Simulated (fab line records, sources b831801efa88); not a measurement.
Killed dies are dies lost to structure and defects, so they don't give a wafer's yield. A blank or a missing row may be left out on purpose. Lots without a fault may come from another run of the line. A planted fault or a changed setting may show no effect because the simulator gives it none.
Chamber matching | flow gf180mcu | GF_CONTACT_CMP_27 on cmp-01: 4 sister chambers
The step polishes, stops on SiO2, t overpolish 15 s, target thk 0 nm. 4 wafers are shown with their chamber, then 7 later ones without.

WAFERS WITH THEIR CHAMBER
wafer  | chamber | motor_current_A (A)
L143.2 | 3       | 13.3
L143.5 | 1       | 10.2
L144.3 | 2       | 11.2
L144.4 | 0       | 9.8

WAFERS WITHOUT THEIR CHAMBER
wafer  | motor_current_A (A)
L144.5 | 9.1
L146.3 | 13.5
L146.5 | 9.5
L146.6 | 10.8
L147.2 | 9.3
L147.5 | 9.5
L147.6 | 10.4

WHICH CHAMBER EACH WENT THROUGH
wafer  | from the rows above          | in truth
L144.5 | can't be placed: 0 or 1      | 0
L146.3 | 3                            | 3
L146.5 | can't be placed: 0 or 1      | 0
L146.6 | can't be placed: 2 or 1 or 0 | 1
L147.2 | can't be placed: 0 or 1      | 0
L147.5 | can't be placed: 0 or 1      | 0
L147.6 | can't be placed: 1 or 0 or 2 | 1
Placed correctly: 1 of 7. Can't be placed from these rows: 6 (the true chamber is among the candidates in 6). Placed wrongly: 0.
How it was worked out, from the rows above alone: a wafer's distance from a chamber is the root of the sum, over the readings, of the square of ((its reading less the chamber's mean) divided by the reading's scatter). The wafer belongs to the nearest chamber; if the next one is less than 2 further off, it can't be placed. A chamber's mean is the mean of its shown wafers. The scatter: with one shown wafer a chamber, the root of the mean of the squares of how far each hidden wafer lies from its nearest shown one.
